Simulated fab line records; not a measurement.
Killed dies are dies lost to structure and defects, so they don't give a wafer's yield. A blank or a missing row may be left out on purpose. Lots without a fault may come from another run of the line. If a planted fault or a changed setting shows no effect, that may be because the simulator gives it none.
Which tool is to blame? ; flow sky130 ; 30 wafers from 10 lots sampled at 6 of the route's 708 steps

WHAT THE GAUGES SHOWED, per wafer
The record lacks any reading of a measuring or inspecting step that a usual standard deviation could be used to judge.

WHICH TOOL RAN EACH LOT (tool, then ch and the chambers of the sampled wafers, then the start)
lot;SKY_CONTACT_ETCH_16;SKY_METAL1_SPUTTER_00;SKY_METAL1_SPUTTER_01;SKY_METAL5_METAL_ETCH_15;SKY_METAL5_STRIP_16;SKY_PAD_OPEN_PROBE_99
L538;rieDiel-04 ch 1,2,3, day 33 08:26;pvdSputter-03, day 33 09:50;pvdSputter-03, day 33 09:52;rieMetal-04 ch 0,1, day 45 07:45;plasmaAsher-01 ch 0,1, day 45 07:56;-
L539;rieDiel-03 ch 1,2,3, day 33 16:22;pvdSputter-03, day 33 17:59;pvdSputter-03, day 33 18:01;rieMetal-04 ch 0,1, day 45 13:33;plasmaAsher-01 ch 0,1, day 45 13:44;prober-01, day 47 05:03
L541;rieDiel-04 ch 0,1,2, day 34 12:48;pvdSputter-04, day 34 14:10;pvdSputter-04, day 34 14:12;rieMetal-02 ch 0,1, day 46 05:04;plasmaAsher-03 ch 0,1, day 46 05:18;prober-02, day 47 20:28
L545;rieDiel-02 ch 2,3, day 35 10:21;pvdSputter-02, day 35 11:43;pvdSputter-02, day 35 11:45;rieMetal-03 ch 0, day 46 23:56;plasmaAsher-04 ch 1, day 47 00:10;prober-02, day 48 15:12
L546;rieDiel-02 ch 0,3, day 36 08:53;pvdSputter-02, day 36 10:16;pvdSputter-02, day 36 10:18;rieMetal-04 ch 0,1, day 47 16:10;plasmaAsher-01 ch 0,1, day 47 16:22;prober-01, day 49 07:42
L547;rieDiel-04 ch 0,1,3, day 36 10:44;pvdSputter-02, day 36 12:07;pvdSputter-02, day 36 12:08;rieMetal-02 ch 1, day 47 17:32;plasmaAsher-04 ch 0,1, day 47 17:47;prober-01, day 49 08:43
L548;rieDiel-03 ch 0,1, day 36 12:51;pvdSputter-04, day 36 14:17;pvdSputter-04, day 36 16:20;rieMetal-04 ch 0,1, day 47 23:37;plasmaAsher-01 ch 0,1, day 47 23:49;prober-01, day 49 12:17
L554;rieDiel-02 ch 1,3, day 39 00:43;pvdSputter-04, day 39 02:09;pvdSputter-04, day 39 02:10;rieMetal-02 ch 0,1, day 49 19:20;plasmaAsher-04 ch 0,1, day 49 19:34;prober-01, day 51 06:04
L555;rieDiel-03 ch 0,3, day 39 01:04;pvdSputter-02, day 39 02:32;pvdSputter-02, day 39 02:33;rieMetal-04 ch 0,1, day 49 18:14;plasmaAsher-01 ch 0, day 49 18:28;-
L556;rieDiel-03 ch 1,2, day 39 03:41;pvdSputter-04, day 39 05:07;pvdSputter-04, day 39 05:08;rieMetal-03 ch 0,1, day 49 21:26;plasmaAsher-03 ch 0,1, day 49 21:40;-
- SKY_CONTACT_ETCH_16: etches BARC in N2/H2, stops on SiO2, time 45.9 s, target depth 60 nm.
- SKY_METAL1_SPUTTER_00: material Ti, target thk 15 nm, time 10 s.
- SKY_METAL1_SPUTTER_01: material TiN, target thk 20 nm, time 16.7 s.
- SKY_METAL5_METAL_ETCH_15: etches the open film in Cl2/BCl3, stops on SiO2, target depth 1260 nm, time 252 s.
- SKY_METAL5_STRIP_16: strips in O2/N2.
- SKY_PAD_OPEN_PROBE_99

WHAT THE TOOLS THEMSELVES READ (means of the sampled wafers that have a number; where no wafer has one, the mark that the record gives instead)
SKY_CONTACT_ETCH_16.
lot;tool;biasW (W);chamberPressureMTorr (mTorr);drypumpMotorCurrentA (A);n2FlowSccm (sccm);oesProductAu (a.u.);throttleValvePct (%)
L538;rieDiel-04;99.95;29.987;5.9;100.2;0.851;13.213
L539;rieDiel-03;99.86;30.020;6.1;100.0;0.859;13.221
L541;rieDiel-04;100.09;30.028;6.1;100.2;0.849;13.222
L545;rieDiel-02;99.96;30.007;5.8;99.9;0.855;13.223
L546;rieDiel-02;100.05;29.991;5.9;100.2;0.852;13.219
L547;rieDiel-04;100.03;29.994;5.7;100.3;0.856;13.219
L548;rieDiel-03;99.84;29.985;5.9;100.2;0.860;13.222
L554;rieDiel-02;100.00;29.993;5.5;100.4;0.855;13.225
L555;rieDiel-03;99.68;30.014;5.8;100.0;0.855;13.217
L556;rieDiel-03;99.77;30.013;6.1;99.5;0.856;13.219

SKY_METAL1_SPUTTER_00.
lot;tool;throttleValvePct (%)
L538;pvdSputter-03;29.1
L539;pvdSputter-03;29.7
L541;pvdSputter-04;31.3
L545;pvdSputter-02;30.5
L546;pvdSputter-02;29.3
L547;pvdSputter-02;30.6
L548;pvdSputter-04;31.1
L554;pvdSputter-04;31.8
L555;pvdSputter-02;29.9
L556;pvdSputter-04;29.8

SKY_METAL1_SPUTTER_01.
lot;tool;throttleValvePct (%)
L538;pvdSputter-03;29.2
L539;pvdSputter-03;29.8
L541;pvdSputter-04;31.2
L545;pvdSputter-02;30.6
L546;pvdSputter-02;29.5
L547;pvdSputter-02;30.6
L548;pvdSputter-04;31.2
L554;pvdSputter-04;31.6
L555;pvdSputter-02;29.5
L556;pvdSputter-04;29.8

SKY_METAL5_METAL_ETCH_15.
lot;tool;bcl3FlowSccm (sccm);biasW (W);drypumpMotorCurrentA (A);oesProductAu (a.u.);throttleValvePct (%)
L538;rieMetal-04;29.98;48.48;5.97;0.896;22.268
L539;rieMetal-04;29.89;48.39;6.10;0.894;22.269
L541;rieMetal-02;29.99;48.53;5.56;0.894;22.261
L545;rieMetal-03;-;-;-;-;-
L546;rieMetal-04;-;-;-;-;-
L547;rieMetal-02;-;-;-;-;-
L548;rieMetal-04;30.06;48.27;6.01;0.894;22.267
L554;rieMetal-02;29.98;48.54;5.57;0.896;22.265
L555;rieMetal-04;29.90;48.33;6.00;0.894;22.266
L556;rieMetal-03;30.05;48.51;6.00;0.892;22.266

SKY_METAL5_STRIP_16.
lot;tool;drypumpMotorCurrentA (A);n2FlowSccm (sccm);oesProductAu (a.u.);stripTimeToEndpointS (s)
L538;plasmaAsher-01;6.2;301.1;0.712;13.08
L539;plasmaAsher-01;6.1;300.1;0.708;13.04
L541;plasmaAsher-03;5.4;299.7;0.710;13.34
L545;plasmaAsher-04;5.9;299.9;0.712;21.53
L546;plasmaAsher-01;6.1;300.2;0.717;21.62
L547;plasmaAsher-04;5.7;298.8;0.712;21.62
L548;plasmaAsher-01;6.1;301.6;0.708;13.00
L554;plasmaAsher-04;5.8;300.0;0.710;13.13
L555;plasmaAsher-01;5.8;298.4;0.709;13.09
L556;plasmaAsher-03;5.4;299.1;0.710;13.19

SKY_PAD_OPEN_PROBE_99.
lot;tool;defectLimitedYield (%);killed_at_M0_to_M3;killed_at_M4_up;killedAtContacts;killedAtFrontEnd;killedAtOther;killedDies;killedOnRim;killedOpen;killedShort;sort_bin_3_pad_short (%);sort_bin_5_function (%);sort_bin_6_memory (%);sortNPass;sortYieldPct (%)
L539;prober-01;82.6;43;2.7;20;19;0.0;85;18;46;39;1.3;9.7;6.3;407;82.6
L541;prober-02;81.0;48;3.0;26;16;0.3;93;18;50;43;1.1;11.3;6.6;399;81.0
L545;prober-02;0.0;50;408.0;24;9;0.7;492;96;48;40;0.9;91.5;7.5;0;0.0
L546;prober-01;0.0;51;392.7;32;16;0.3;492;96;56;47;0.8;92.0;7.2;0;0.0
L547;prober-01;0.0;40;413.7;26;13;0.0;492;96;44;39;0.9;93.0;6.2;0;0.0
L548;prober-01;83.9;39;2.0;27;11;0.0;79;13;42;37;0.8;10.4;5.0;413;83.9
L554;prober-01;81.2;50;2.3;25;15;0.0;93;21;48;45;1.1;11.7;6.0;399;81.2

THE ANSWER, worked out from the rows above alone
Rule: what is usual is taken from the lots themselves. The widest of any qualifying gaps counts: lots, ordered by their means at a reading, are off when they make up no more than a third of the lots, leave a main group of 4 or more, and stand apart from it by 3 or more times the standard deviation of that group's means. A main group is skipped when, at the precision printed for the reading in the tables above, its means are all equal. Also off: a lot with no number at a reading for which 4 or more lots have one. Any other lot the step has rows for is counted as sound. First the gauges in route order, then the tools' own readings, where a lot's mean is used as printed above. The first step at which some lot is off is used, and at that step the reading that is off furthest; a lot without a number counts as furthest.
Off at SKY_METAL5_METAL_ETCH_15 (bcl3FlowSccm): L545, L546, L547. Without a number there: L545, L546, L547. Main group: mean 29.98 sccm, sd 0.061.
A tool fits if, at that step or a process step before it, it ran every lot that is off, and no sound lot after the first of them. Of those tried, none fits.

WHAT THE SIMULATOR HAD PUT IN
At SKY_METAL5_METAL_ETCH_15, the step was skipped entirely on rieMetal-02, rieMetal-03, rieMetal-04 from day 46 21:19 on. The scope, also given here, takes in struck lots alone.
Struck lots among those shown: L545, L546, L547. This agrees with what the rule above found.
